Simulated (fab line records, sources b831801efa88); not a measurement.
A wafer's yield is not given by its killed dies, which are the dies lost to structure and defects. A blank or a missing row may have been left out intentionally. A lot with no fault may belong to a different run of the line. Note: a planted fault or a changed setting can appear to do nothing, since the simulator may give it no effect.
fab line records	flow sky130
record lots=24	wafers=72	last-day=50
route steps=708 shown CONTACT@409 VIA1@461 METAL2@483 METAL3@532 VIA3@594 METAL4@632
lots with no fault: from the same line, run without faults
start-h: hours from the record's first day to the start of the lot's first wafer shown	wait-h: hours from the lot's prior step to this one	" unchanged from the row above	L1.1+2: a single row standing in for several wafers	- either no value or no given start	* or withheld: withheld	< > ~ a bound
route shown NAME@n: a module of which the file shows steps, and the number in the route of the first	usual: mean/standard deviation taken from wafers without a fault	same: alike in all rows	chamber/n: place in a boat	sites: each site's reading	_std_site: the standard deviation of these	_edge_site: mean of outer sites minus mean of inner sites	radius-mm: for every site, how far away it sits from the centre of the wafer	mask NAME#n: copy n	behind: the last tool/chamber to shape the wafer	hold: why the lot was held/for how many hours/how that ended	device: which transistor (n, p or np) failed to switch	end of line: at the end of the route, the tests of the same wafers	a step without rows: its recipe alone	killed: not the wafer's yield, but the dies lost to structure and defects at the first sort	map: per-die view of a wafer (x killed, . not killed, _ where there is no die)
set.NAME: the setting that was run; set.NAME@STEP: the one run at that earlier step	model.NAME: the simulator's own value behind a step, which no gauge read
a sample of lots followed through the steps of the route, with each step as a table and each wafer as a row
services: from which hour (start-h, from the record's first day; less than 0 if before it) a tool's chamber was out of use, for how many hours, and why
## steps
# step SKY_CONTACT_THK_MEAS_03
# recipe reads=SiO2_of_CONTACT_HDPCVD_02
# usual CONTACT_HDPCVD_THK=567/6.8
lot.wafer	tool	chamber	start-h	wait-h	CONTACT_HDPCVD_THK[nm]
L074.1	film-metro-04	-	707.67	0.0	564
L074.3	"	-	"	"	553
L074.4	"	-	"	"	573
L075.1	film-metro-04	-	716.39	0.0	558
L075.5	"	-	"	"	571
L075.6	"	-	"	"	564
L076.1	film-metro-01	-	725.08	0.1	579
L076.3	"	-	"	"	580
L076.5	"	-	"	"	572
L077.1	film-metro-02	-	737.80	0.0	573
L077.2	"	-	"	"	572
L077.3	"	-	"	"	563
L078.2	film-metro-01	-	746.89	0.0	569
L078.5	"	-	"	"	572
L078.6	"	-	"	"	565
L079.2	film-metro-01	-	751.62	0.0	545
L079.4	"	-	"	"	539
L079.6	"	-	"	"	564
L080.2	film-metro-02	-	752.71	0.0	561
L080.3	"	-	"	"	576
L080.6	"	-	"	"	571
L081.2	film-metro-04	-	762.86	0.0	568
L081.5	"	-	"	"	580
L081.6	"	-	"	"	566
L082.3	film-metro-04	-	773.04	0.1	571
L082.5	"	-	"	"	577
L082.6	"	-	"	"	565
L083.2	film-metro-01	-	779.61	0.0	570
L083.5	"	-	"	"	570
L083.6	"	-	"	"	568
L084.4	film-metro-04	-	786.35	0.0	582
L084.5	"	-	"	"	571
L084.6	"	-	"	"	572
L085.2	film-metro-02	-	792.08	0.0	577
L085.3	"	-	"	"	566
L085.6	"	-	"	"	576
L086.1	film-metro-01	-	797.44	0.0	570
L086.2	"	-	"	"	561
L086.3	"	-	"	"	562
L089.2	film-metro-04	-	840.91	0.0	567
L089.3	"	-	"	"	569
L089.6	"	-	"	"	577
L087.1	film-metro-04	-	841.18	0.0	566
L087.3	"	-	"	"	568
L087.6	"	-	"	"	561
L088.1	film-metro-02	-	841.53	0.0	571
L088.2	"	-	"	"	565
L088.4	"	-	"	"	565
L090.1	film-metro-01	-	841.74	0.0	556
L090.5	"	-	"	"	559
L090.6	"	-	"	"	566
L091.1	film-metro-02	-	843.27	0.0	571
L091.2	"	-	"	"	560
L091.4	"	-	"	"	564
L092.3	film-metro-04	-	846.19	0.1	562
L092.4	"	-	"	"	568
L092.5	"	-	"	"	563
L093.1	film-metro-02	-	850.74	0.0	574
L093.5	"	-	"	"	564
L093.6	"	-	"	"	573
L094.3	film-metro-04	-	856.73	0.1	564
L094.5	"	-	"	"	577
L094.6	"	-	"	"	561
L095.2	film-metro-04	-	870.62	0.0	567
L095.4	"	-	"	"	573
L095.5	"	-	"	"	565
L096.4	film-metro-01	-	877.14	0.0	573
L096.5	"	-	"	"	566
L096.6	"	-	"	"	569
L097.1	film-metro-02	-	886.54	0.0	564
L097.5	"	-	"	"	561
L097.6	"	-	"	"	559
# step SKY_VIA1_BOW_MEAS_03
# recipe mode=bow
# usual VIA1_BOW=81/6.7
lot.wafer	tool	chamber	start-h	wait-h	VIA1_BOW[um]
L074.1	film-metro-02	-	773.82	0.2	78
L074.3	"	-	"	"	83
L074.4	"	-	"	"	86
L075.1	film-metro-01	-	774.75	0.2	96
L075.5	"	-	"	"	78
L075.6	"	-	"	"	88
L076.1	film-metro-01	-	782.05	0.2	76
L076.3	"	-	"	"	89
L076.5	"	-	"	"	81
L077.1	film-metro-02	-	793.37	0.2	79
L077.2	"	-	"	"	66
L077.3	"	-	"	"	75
L078.2	film-metro-01	-	804.99	0.2	83
L078.5	"	-	"	"	78
L078.6	"	-	"	"	90
L079.2	film-metro-03	-	808.74	0.2	84
L079.4	"	-	"	"	90
L079.6	"	-	"	"	71
L080.2	film-metro-03	-	809.62	0.2	85
L080.3	"	-	"	"	85
L080.6	"	-	"	"	80
L081.2	film-metro-03	-	818.99	0.2	78
L081.5	"	-	"	"	86
L081.6	"	-	"	"	88
L082.3	film-metro-01	-	830.90	0.1	87
L082.5	"	-	"	"	88
L082.6	"	-	"	"	81
L083.2	film-metro-02	-	836.19	0.2	79
L083.5	"	-	"	"	68
L083.6	"	-	"	"	84
L084.4	film-metro-02	-	842.59	0.2	68
L084.5	"	-	"	"	85
L084.6	"	-	"	"	76
L085.2	film-metro-02	-	847.79	0.2	86
L085.3	"	-	"	"	87
L085.6	"	-	"	"	70
L086.1	film-metro-02	-	853.76	0.3	85
L086.2	"	-	"	"	68
L086.3	"	-	"	"	86
L089.2	film-metro-03	-	895.38	0.3	83
L089.3	"	-	"	"	85
L089.6	"	-	"	"	84
L087.1	film-metro-03	-	897.11	0.2	83
L087.3	"	-	"	"	103
L087.6	"	-	"	"	89
L088.1	film-metro-01	-	897.46	0.1	73
L088.2	"	-	"	"	82
L088.4	"	-	"	"	87
L090.1	film-metro-03	-	897.52	0.2	79
L090.5	"	-	"	"	87
L090.6	"	-	"	"	84
L091.1	film-metro-01	-	898.57	0.1	74
L091.2	"	-	"	"	79
L091.4	"	-	"	"	75
L092.3	film-metro-01	-	900.96	0.1	80
L092.4	"	-	"	"	69
L092.5	"	-	"	"	81
L093.1	film-metro-01	-	905.57	0.2	72
L093.5	"	-	"	"	87
L093.6	"	-	"	"	84
L094.3	film-metro-03	-	910.70	0.1	83
L094.5	"	-	"	"	90
L094.6	"	-	"	"	88
L095.2	film-metro-03	-	925.74	0.1	75
L095.4	"	-	"	"	73
L095.5	"	-	"	"	78
L096.4	film-metro-01	-	932.26	0.3	83
L096.5	"	-	"	"	81
L096.6	"	-	"	"	82
L097.1	film-metro-02	-	940.51	0.2	84
L097.5	"	-	"	"	67
L097.6	"	-	"	"	82
# step SKY_METAL2_SPUTTER_00
# recipe material=Ti	target-thk-nm=15	power-w=3000	time-s=10	chamber-pressure-pa=0.4
# usual throttle-valve-pct=29.4/0.65
lot.wafer	tool	chamber	start-h	wait-h	throttle-valve-pct
L074.1	pvd-sputter-01	-	802.23	0.1	28.5
L074.3	"	-	"	"	28.9
L074.4	"	-	"	"	30.0
L075.1	pvd-sputter-03	-	803.78	0.1	29.1
L075.5	"	-	"	"	28.7
L075.6	"	-	"	"	29.6
L076.1	pvd-sputter-03	-	809.99	0.2	28.9
L076.3	"	-	"	"	29.7
L076.5	"	-	"	"	28.9
L077.1	pvd-sputter-01	-	821.01	0.2	28.9
L077.2	"	-	"	"	28.4
L077.3	"	-	"	"	30.5
L078.2	pvd-sputter-03	-	833.26	0.1	28.8
L078.5	"	-	"	"	29.2
L078.6	"	-	"	"	29.7
L079.2	pvd-sputter-03	-	836.86	0.2	29.0
L079.4	"	-	"	"	29.7
L079.6	"	-	"	"	30.2
L080.2	pvd-sputter-04	-	837.31	0.2	28.9
L080.3	"	-	"	"	29.4
L080.6	"	-	"	"	29.2
L081.2	pvd-sputter-04	-	847.40	0.1	29.1
L081.5	"	-	"	"	28.8
L081.6	"	-	"	"	29.3
L082.3	pvd-sputter-04	-	857.73	0.2	29.3
L082.5	"	-	"	"	29.2
L082.6	"	-	"	"	29.0
L083.2	pvd-sputter-04	-	863.89	0.1	29.3
L083.5	"	-	"	"	28.8
L083.6	"	-	"	"	29.2
L084.4	pvd-sputter-01	-	870.52	0.1	28.8
L084.5	"	-	"	"	28.8
L084.6	"	-	"	"	28.7
L085.2	pvd-sputter-01	-	875.09	0.2	30.8
L085.3	"	-	"	"	28.7
L085.6	"	-	"	"	28.8
L086.1	pvd-sputter-03	-	881.72	0.2	28.9
L086.2	"	-	"	"	29.0
L086.3	"	-	"	"	29.3
L089.2	pvd-sputter-01	-	922.09	0.2	30.3
L089.3	"	-	"	"	28.9
L089.6	"	-	"	"	30.5
L087.1	pvd-sputter-03	-	924.13	0.2	29.5
L087.3	"	-	"	"	28.7
L087.6	"	-	"	"	29.1
L088.1	pvd-sputter-04	-	924.37	0.2	30.1
L088.2	"	-	"	"	29.0
L088.4	"	-	"	"	29.2
L090.1	pvd-sputter-01	-	925.10	0.1	30.6
L090.5	"	-	"	"	30.1
L090.6	"	-	"	"	30.5
L091.1	pvd-sputter-04	-	925.40	0.2	29.5
L091.2	"	-	"	"	28.9
L091.4	"	-	"	"	30.4
L092.3	pvd-sputter-01	-	927.82	0.2	29.9
L092.4	"	-	"	"	28.5
L092.5	"	-	"	"	28.5
L093.1	pvd-sputter-03	-	932.12	0.1	29.1
L093.5	"	-	"	"	29.7
L093.6	"	-	"	"	28.9
L094.3	pvd-sputter-04	-	936.32	0.2	30.1
L094.5	"	-	"	"	30.2
L094.6	"	-	"	"	29.2
L095.2	pvd-sputter-01	-	951.72	0.2	28.8
L095.4	"	-	"	"	30.5
L095.5	"	-	"	"	30.1
L096.4	pvd-sputter-04	-	958.27	0.2	30.3
L096.5	"	-	"	"	29.4
L096.6	"	-	"	"	29.1
L097.1	pvd-sputter-01	-	966.79	0.1	29.0
L097.5	"	-	"	"	30.1
L097.6	"	-	"	"	28.8
# step SKY_METAL3_SPUTTER_00
# recipe material=Ti	target-thk-nm=15	power-w=3000	time-s=10	chamber-pressure-pa=0.4
# usual throttle-valve-pct=29.7/0.68
lot.wafer	tool	chamber	start-h	wait-h	throttle-valve-pct
L074.1	pvd-sputter-02	-	858.41	0.1	31.1
L074.3	"	-	"	"	30.6
L074.4	"	-	"	"	29.1
L075.1	pvd-sputter-04	-	860.03	0.2	29.1
L075.5	"	-	"	"	30.4
L075.6	"	-	"	"	29.5
L076.1	pvd-sputter-04	-	865.49	0.2	29.1
L076.3	"	-	"	"	28.9
L076.5	"	-	"	"	29.3
L077.1	pvd-sputter-04	-	876.38	0.2	29.2
L077.2	"	-	"	"	30.4
L077.3	"	-	"	"	29.4
L078.2	pvd-sputter-03	-	887.34	0.2	29.1
L078.5	"	-	"	"	29.0
L078.6	"	-	"	"	28.9
L079.2	pvd-sputter-04	-	892.69	0.1	29.4
L079.4	"	-	"	"	29.3
L079.6	"	-	"	"	29.3
L080.2	pvd-sputter-03	-	892.98	0.1	28.6
L080.3	"	-	"	"	28.9
L080.6	"	-	"	"	28.8
L081.2	pvd-sputter-04	-	902.50	0.1	30.3
L081.5	"	-	"	"	30.4
L081.6	"	-	"	"	29.0
L082.3	pvd-sputter-02	-	911.07	0.2	29.3
L082.5	"	-	"	"	29.5
L082.6	"	-	"	"	30.8
L083.2	pvd-sputter-02	-	919.02	0.2	30.5
L083.5	"	-	"	"	31.0
L083.6	"	-	"	"	30.4
L084.4	pvd-sputter-03	-	924.75	0.1	29.8
L084.5	"	-	"	"	28.8
L084.6	"	-	"	"	29.1
L085.2	pvd-sputter-03	-	930.08	0.1	29.1
L085.3	"	-	"	"	29.6
L085.6	"	-	"	"	29.7
L086.1	pvd-sputter-04	-	935.72	0.1	29.0
L086.2	"	-	"	"	29.2
L086.3	"	-	"	"	30.3
L089.2	pvd-sputter-02	-	974.60	0.1	29.4
L089.3	"	-	"	"	30.8
L089.6	"	-	"	"	30.7
L087.1	pvd-sputter-02	-	977.70	0.1	30.2
L087.3	"	-	"	"	30.9
L087.6	"	-	"	"	30.3
L088.1	pvd-sputter-04	-	978.00	0.2	29.5
L088.2	"	-	"	"	29.2
L088.4	"	-	"	"	30.3
L090.1	pvd-sputter-04	-	978.30	0.2	29.6
L090.5	"	-	"	"	29.1
L090.6	"	-	"	"	30.0
L091.1	pvd-sputter-02	-	979.50	0.1	30.9
L091.2	"	-	"	"	29.4
L091.4	"	-	"	"	30.3
L092.3	pvd-sputter-04	-	980.84	0.2	28.9
L092.4	"	-	"	"	29.4
L092.5	"	-	"	"	30.1
L093.1	pvd-sputter-04	-	983.72	0.1	29.3
L093.5	"	-	"	"	30.4
L093.6	"	-	"	"	29.2
L094.3	pvd-sputter-02	-	988.03	0.1	30.7
L094.5	"	-	"	"	30.3
L094.6	"	-	"	"	30.9
L095.2	pvd-sputter-02	-	1004.35	0.1	29.4
L095.4	"	-	"	"	30.8
L095.5	"	-	"	"	30.3
L096.4	pvd-sputter-04	-	1009.67	0.2	29.5
L096.5	"	-	"	"	29.0
L096.6	"	-	"	"	29.2
L097.1	pvd-sputter-03	-	1017.38	0.1	29.8
L097.5	"	-	"	"	28.6
L097.6	"	-	"	"	29.2
# step SKY_VIA3_CVD_21
# recipe material=W	target-thk-nm=390	time-s=117.31	temp-c=400	pressure-torr=40
# usual chamber-pressure-Torr=40.00/0.082	heater-power-w=847/46
lot.wafer	tool	chamber	start-h	wait-h	chamber-pressure-Torr	heater-power-w
L074.1	cvd-w-01	1	936.95	0.0	39.91	831
L074.3	"	1	"	"	39.96	848
L074.4	"	0	"	"	40.05	787
L075.1	cvd-w-02	1	938.77	0.0	40.13	890
L075.5	"	1	"	"	40.05	907
L075.6	"	0	"	"	40.05	831
L076.1	cvd-w-02	1	944.22	0.0	39.88	897
L076.3	"	1	"	"	39.88	902
L076.5	"	0	"	"	39.87	831
L077.1	cvd-w-02	1	955.35	0.0	39.94	922
L077.2	"	0	"	"	40.05	818
L077.3	"	1	"	"	40.12	924
L078.2	cvd-w-01	0	965.32	0.0	40.02	770
L078.5	"	0	"	"	39.95	789
L078.6	"	1	"	"	40.17	839
L079.2	cvd-w-02	1	969.92	0.0	39.89	901
L079.4	"	1	"	"	39.93	906
L079.6	"	0	"	"	39.98	820
L080.2	cvd-w-01	0	970.74	0.0	40.06	782
L080.3	"	1	"	"	40.00	859
L080.6	"	1	"	"	40.08	832
L081.2	cvd-w-02	1	981.15	0.0	39.96	902
L081.5	"	1	"	"	40.01	896
L081.6	"	0	"	"	39.95	829
L082.3	cvd-w-01	0	986.85	0.1	39.95	782
L082.5	"	0	"	"	40.06	782
L082.6	"	1	"	"	40.09	829
L083.2	cvd-w-02	0	996.64	0.1	40.03	838
L083.5	"	0	"	"	40.05	841
L083.6	"	1	"	"	39.83	910
L084.4	cvd-w-01	0	1001.75	0.1	39.95	788
L084.5	"	0	"	"	40.07	796
L084.6	"	1	"	"	40.02	840
L085.2	cvd-w-02	0	1006.07	0.0	40.00	837
L085.3	"	0	"	"	40.01	831
L085.6	"	1	"	"	39.92	923
L086.1	cvd-w-01	0	1012.12	0.0	40.05	784
L086.2	"	1	"	"	39.98	855
L086.3	"	1	"	"	39.92	851
L089.2	cvd-w-02	0	1048.36	0.0	39.98	800
L089.3	"	0	"	"	40.09	850
L089.6	"	0	"	"	40.24	838
L087.1	cvd-w-02	0	1051.40	0.0	40.06	837
L087.3	"	1	"	"	40.02	863
L087.6	"	1	"	"	40.07	895
L088.1	cvd-w-01	1	1052.00	0.0	39.98	859
L088.2	"	0	"	"	39.99	804
L088.4	"	1	"	"	39.97	855
L090.1	cvd-w-02	0	1052.27	0.0	40.19	831
L090.5	"	1	"	"	39.92	916
L090.6	"	0	"	"	40.03	827
L091.1	cvd-w-01	0	1053.47	0.0	39.99	791
L091.2	"	1	"	"	40.02	855
L091.4	"	1	"	"	40.02	845
L092.3	cvd-w-01	1	1054.25	0.1	40.03	840
L092.4	"	0	"	"	39.98	788
L092.5	"	0	"	"	39.96	789
L093.1	cvd-w-02	1	1055.66	0.0	39.95	932
L093.5	"	0	"	"	40.17	813
L093.6	"	1	"	"	39.88	904
L094.3	cvd-w-02	1	1059.55	0.1	40.01	900
L094.5	"	0	"	"	39.99	844
L094.6	"	1	"	"	39.96	919
L095.2	cvd-w-02	0	1077.67	0.0	40.00	840
L095.4	"	1	"	"	39.99	909
L095.5	"	1	"	"	39.94	925
L096.4	cvd-w-02	1	1080.49	0.1	39.99	901
L096.5	"	1	"	"	39.97	914
L096.6	"	0	"	"	39.88	822
L097.1	cvd-w-01	1	1087.17	0.0	40.05	827
L097.5	"	0	"	"	39.90	791
L097.6	"	1	"	"	40.04	871
# step SKY_METAL4_ETCH_16
# recipe chemistry=N2/H2	target=BARC	ion-energy-ev=200	bias-w=100	pressure-mtorr=30	n2-flow-sccm=100	h2-flow-sccm=200	icp-w=500	stop-on=SiO2	time-s=88.2	target-depth-a=600
# usual drypump-motor-current-A=5.5/0.33	oes-product-au=0.626/0.0047	rf-fwd-power-W=497.1/1.7	throttle-valve-pct=13.205/0.0089
lot.wafer	tool	chamber	start-h	wait-h	drypump-motor-current-A	oes-product-au	rf-fwd-power-W	rf-hours-counter-h	throttle-valve-pct
L074.1	rie-metal-02	1	987.35	0.0	5.6	0.619	493.2	8	13.210
L074.3	"	1	"	"	5.6	0.627	494.3	-	13.196
L074.4	"	0	"	"	5.6	0.628	496.9	-	13.208
L075.1	rie-metal-03	1	989.45	0.0	5.8	0.621	498.2	4	13.203
L075.5	"	1	"	"	5.8	0.618	496.7	-	13.195
L075.6	"	0	"	"	5.6	0.627	499.1	-	13.198
L076.1	rie-metal-03	1	993.05	0.0	5.8	0.617	495.9	4	13.220
L076.3	"	0	"	"	5.6	0.629	498.4	-	13.209
L076.5	"	1	"	"	5.8	0.631	497.8	-	13.213
L077.1	rie-metal-03	0	1005.00	0.0	5.6	0.624	501.4	18	13.204
L077.2	"	1	"	"	5.8	0.625	495.7	5	13.213
L077.3	"	1	"	"	5.8	0.632	495.6	-	13.191
L078.2	rie-metal-01	0	1014.85	0.0	5.6	0.622	498.2	20	13.211
L078.5	"	1	"	"	4.8	0.618	498.0	-	13.207
L078.6	"	0	"	"	5.6	0.623	497.9	-	13.199
L079.2	rie-metal-01	0	1019.85	0.0	5.6	0.622	495.9	20	13.198
L079.4	"	0	"	"	5.6	0.630	498.4	-	13.216
L079.6	"	0	"	"	5.6	0.632	498.2	-	13.213
L080.2	rie-metal-03	0	1020.00	0.0	5.6	0.627	497.6	19	13.203
L080.3	"	1	"	"	5.7	0.624	496.9	-	13.189
L080.6	"	1	"	"	5.8	0.620	500.4	-	13.196
L081.2	rie-metal-02	1	1029.80	0.0	5.6	0.621	495.3	12	13.207
L081.5	"	1	"	"	5.7	0.628	497.5	-	13.203
L081.6	"	0	"	"	5.6	0.627	498.3	-	13.214
L082.3	rie-metal-02	0	1035.39	0.0	5.7	0.625	499.5	-	13.207
L082.5	"	1	"	"	5.6	0.622	493.3	-	13.199
L082.6	"	0	"	"	5.7	0.628	496.6	-	13.209
L083.2	rie-metal-01	0	1044.05	0.0	5.6	0.622	500.1	22	13.227
L083.5	"	0	"	"	5.6	0.622	497.8	-	13.200
L083.6	"	1	"	"	4.9	0.618	496.1	-	13.207
L084.4	rie-metal-01	1	1050.03	0.0	4.9	0.626	497.3	-	13.199
L084.5	"	0	"	"	5.6	0.626	496.0	-	13.204
L084.6	"	1	"	"	4.9	0.626	495.8	-	13.187
L085.2	rie-metal-01	1	1053.90	0.0	4.9	0.619	495.4	18	13.205
L085.3	"	1	"	"	4.9	0.630	494.2	-	13.205
L085.6	"	0	"	"	5.6	0.628	498.2	-	13.197
L086.1	rie-metal-01	1	1059.50	0.0	4.9	0.613	493.0	18	13.201
L086.2	"	0	"	"	5.6	0.635	497.1	23	13.194
L086.3	"	0	"	"	5.6	0.618	496.6	-	13.202
L089.2	rie-metal-01	0	1094.00	0.0	5.6	0.629	497.6	24	13.216
L089.3	"	1	"	"	4.8	0.621	494.7	-	13.219
L089.6	"	1	"	"	4.8	0.630	498.4	-	13.196
L087.1	rie-metal-03	1	1095.85	0.0	5.7	0.625	497.8	12	13.211
L087.3	"	1	"	"	5.8	0.625	497.2	-	13.217
L087.6	"	0	"	"	5.6	0.631	497.9	-	13.200
L088.1	rie-metal-03	0	1096.80	0.0	5.6	0.629	497.8	25	13.209
L088.2	"	1	"	"	5.8	0.623	496.7	12	13.217
L088.4	"	1	"	"	5.8	0.620	495.6	-	13.206
L090.1	rie-metal-01	0	1098.00	0.0	5.6	0.622	498.3	25	13.215
L090.5	"	0	"	"	5.6	0.620	495.0	-	13.206
L090.6	"	1	"	"	4.9	0.629	494.5	-	13.228
L091.1	rie-metal-03	0	1098.70	0.0	5.6	0.629	495.5	25	13.199
L091.2	"	1	"	"	5.7	0.618	499.3	12	13.211
L091.4	"	0	"	"	5.6	0.624	498.6	-	13.194
L092.3	rie-metal-02	0	1099.20	0.1	5.7	0.626	498.0	-	13.193
L092.4	"	1	"	"	5.6	0.623	496.2	-	13.201
L092.5	"	1	"	"	5.6	0.627	494.0	-	13.205
L093.1	rie-metal-01	1	1099.75	0.0	4.9	0.626	494.2	20	13.214
L093.5	"	0	"	"	5.6	0.628	499.1	-	13.206
L093.6	"	1	"	"	4.9	0.622	495.0	-	13.204
L094.3	rie-metal-03	1	1104.23	0.0	5.7	0.620	496.5	-	13.206
L094.5	"	0	"	"	5.6	0.623	498.3	-	13.203
L094.6	"	1	"	"	5.8	0.625	497.0	-	13.205
L095.2	rie-metal-03	1	1120.72	0.1	5.8	0.629	497.7	-	13.196
L095.4	"	1	"	"	5.8	0.621	497.2	-	13.213
L095.5	"	1	"	"	5.8	0.620	495.3	-	13.211
L096.4	rie-metal-02	1	1122.94	0.0	5.6	0.625	498.1	-	13.211
L096.5	"	1	"	"	5.6	0.627	497.7	-	13.186
L096.6	"	0	"	"	5.7	0.620	501.4	-	13.233
L097.1	rie-metal-03	1	1128.58	0.1	5.8	0.615	497.4	15	13.213
L097.5	"	1	"	"	5.8	0.635	497.0	-	13.212
L097.6	"	1	"	"	5.8	0.622	499.4	-	13.203
## services
tool	chamber	start-h	hours	kind
cvd-w-02	-	781.46	2.8	pm
rie-metal-01	-	789.26	0.3	repair
cvd-w-01	1	810.56	39.7	repair
pvd-sputter-03	-	818.83	13.6	repair
pvd-sputter-03	-	843.01	26.9	repair
rie-metal-01	-	854.82	0.6	repair
pvd-sputter-03	-	857.44	0.9	repair
cvd-w-02	-	875.88	1.3	repair
cvd-w-01	-	904.00	14.0	pm
cvd-w-02	1	905.07	6.9	repair
pvd-sputter-04	-	910.02	4.1	repair
pvd-sputter-03	-	933.42	75.8	repair
cvd-w-01	1	939.89	4.4	repair
pvd-sputter-01	-	940.61	2.3	repair
pvd-sputter-03	-	942.90	1.0	repair
pvd-sputter-03	-	955.82	7.4	repair
pvd-sputter-01	-	973.89	1.5	repair
pvd-sputter-03	-	993.59	5.8	repair
pvd-sputter-04	-	1013.21	0.8	repair
cvd-w-01	0	1069.06	7.0	repair
cvd-w-01	-	1077.60	6.9	pm
cvd-w-01	-	1084.64	1.8	repair
pvd-sputter-04	-	1098.41	3.8	repair
pvd-sputter-03	-	1126.90	0.8	repair
## key
fault none
